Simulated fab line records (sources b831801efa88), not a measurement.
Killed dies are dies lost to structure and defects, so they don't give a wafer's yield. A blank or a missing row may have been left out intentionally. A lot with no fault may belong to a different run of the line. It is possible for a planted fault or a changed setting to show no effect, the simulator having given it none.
Struck lot and sound lot, side by side :: flow sfqLine :: 19 out of 325 route steps
Sound: the wafers L918.1, L918.2, L918.3. Struck: wafers L924.2, L924.6. The cause comes at the end.
Per side, at each step with rows, come the tool, then ch with its chambers, and then its first start. Under that, the readings that differ: sound wafers :: struck wafers :: difference of the means :: sigmas: that difference in standard deviations of wafers without a fault.
alike: readings with means less than 2 such deviations apart, plus words and numbers identical on both sides. not compared: withheld readings, readings lacking a value on some wafer, bounds such as >300 that could conceal the same value, and numbers that have no deviation in the record and whose values overlap.
A row with sigmas, a row that says differs or no value, or rows on one side alone: a step with any of these is where the two part. Numbers that have no deviation but don't overlap get no sigmas and don't part them. A reading missing from all wafers of one side parts the sides only when that side holds two or more wafers.

first, 4 steps without rows for these wafers: SFQ_TRILAYER_L0_LITHO_SOFTBAKE_009; SFQ_TRILAYER_L0_LITHO_EXPOSE_006 (exposes mask L0, target cd 2000 nm); SFQ_TRILAYER_L0_LITHO_PEB_008 (peb time 60 s); SFQ_TRILAYER_L0_LITHO_DEVELOP_007 (time 60 s).
SFQ_TRILAYER_L0_BARC_OPEN_METAL_ETCH_010: etches BARC in O2, target depth 125 nm, time 41.7 s.
  sound on rieMetal-01 ch 0,1, day 4 01:47; struck on rieMetal-01 ch 1, day 5 02:49
reading: chamberPressureMTorr (mTorr)
sound: 10.016 9.993 10.024
struck: 9.973 10.009
difference: -0.020
sigmas: -2
  alike: drypumpMotorCurrentA, oesProductAu
  not compared: rfHoursCounterH
SFQ_TRILAYER_L0_ETCH_METAL_ETCH_008: etches MoNx KI in SF6/O2, stops on SiO2, target depth 50 nm, time 25 s.
  sound on rieMetal-01 ch 0,1, day 4 01:50; struck on rieMetal-01 ch 1, day 5 02:52
  alike: chamberPressureMTorr, drypumpMotorCurrentA, oesProductAu
  not compared: rfHoursCounterH
SFQ_TRILAYER_L0_STRIP_STRIP_009: strips in O2.
  sound on rieMetal-01 ch 0,1, day 4 01:53; struck on rieMetal-01 ch 1, day 5 02:55
  alike: chamberPressureMTorr, drypumpMotorCurrentA, oesProductAu, platenTempC
  not compared: rfHoursCounterH
then, 1 step without rows for these wafers: SFQ_TRILAYER_L0_STRIP_SOLV_CLEAN_010 (cleans in NMP, time 600 s).
SFQ_TRILAYER_L0_CAP_PECVD_011: deposits SiO2 from SiH4/N2O, time 13.333 s, target thk 60 nm.
  sound on pecvd-01 ch 0,1,2, day 4 02:40; struck on pecvd-02 ch 0,1, day 5 03:41
  alike: heaterPowerW, throttleValvePct
then, 3 steps without rows for these wafers: SFQ_TRILAYER_L0_VIA_LITHO_COAT_018 (resist thk 62 nm); SFQ_TRILAYER_L0_VIA_LITHO_COAT_013 (resist thk 650 nm); SFQ_TRILAYER_L0_VIA_LITHO_SOFTBAKE_017.
SFQ_TRILAYER_L0_VIA_LITHO_EXPOSE_014: exposes mask L0V, target cd 700 nm.
  sound on krfScanner-02 ch 0, day 5 12:13; struck on krfScanner-02 ch 0, day 6 12:25
  alike: mask, exposureDoseMJCm2
then, 2 steps without rows for these wafers: SFQ_TRILAYER_L0_VIA_LITHO_PEB_016 (peb time 60 s); SFQ_TRILAYER_L0_VIA_LITHO_DEVELOP_015 (time 60 s).
SFQ_L0V_OVL_MEAS_903:
  sound: overlay-01 at day 5 13:43; struck: overlay-02 at day 6 13:43
  alike: L0V_OVL
SFQ_TRILAYER_L0_VIA_BARC_OPEN_VIA_ETCH_021: etches BARC in O2, target depth 125 nm, time 41.7 s.
  sound on rieDiel-03 ch 0,1,3, day 5 13:45; struck on rieDiel-02 ch 1,3, day 6 13:45
reading: model.L0V.cdNm (nm)
sound: 700.8 701.5 699.5
struck: 705.7 706.8
difference: +5.6
sigmas: 
  alike: chamberPressureMTorr, drypumpMotorCurrentA, oesProductAu
  not compared: rfHoursCounterH
SFQ_TRILAYER_L0_VIA_ETCH_VIA_ETCH_016: etches SiO2 in CHF3, stops on MoNx KI, target depth 80 nm.
  sound on rieDiel-03 ch 0,1,3, day 5 13:47; struck on rieDiel-02 ch 1,3, day 6 13:47
reading: model.L0V.cdNm (nm)
sound: 700.4 701.2 699.5
struck: 705.9 706.8
difference: +6.0
sigmas: 
  alike: chamberPressureMTorr, drypumpMotorCurrentA, oesProductAu
SFQ_TRILAYER_L0_VIA_STRIP_STRIP_017: strips in O2.
  sound on rieMetal-01 ch 0,1, day 5 13:50; struck on rieMetal-01 ch 0, day 6 13:50
  alike: chamberPressureMTorr, drypumpMotorCurrentA, oesProductAu, platenTempC
  not compared: rfHoursCounterH

== WHERE THEY PART ==
Within this record, at SFQ_TRILAYER_L0_BARC_OPEN_METAL_ETCH_010 only. Later steps at which nothing parts them and some readings are alike: SFQ_TRILAYER_L0_ETCH_METAL_ETCH_008, SFQ_TRILAYER_L0_STRIP_STRIP_009, SFQ_TRILAYER_L0_CAP_PECVD_011, SFQ_TRILAYER_L0_VIA_LITHO_EXPOSE_014, SFQ_L0V_OVL_MEAS_903, SFQ_TRILAYER_L0_VIA_BARC_OPEN_VIA_ETCH_021, SFQ_TRILAYER_L0_VIA_ETCH_VIA_ETCH_016, SFQ_TRILAYER_L0_VIA_STRIP_STRIP_017.

WHY: the cause the simulator had injected
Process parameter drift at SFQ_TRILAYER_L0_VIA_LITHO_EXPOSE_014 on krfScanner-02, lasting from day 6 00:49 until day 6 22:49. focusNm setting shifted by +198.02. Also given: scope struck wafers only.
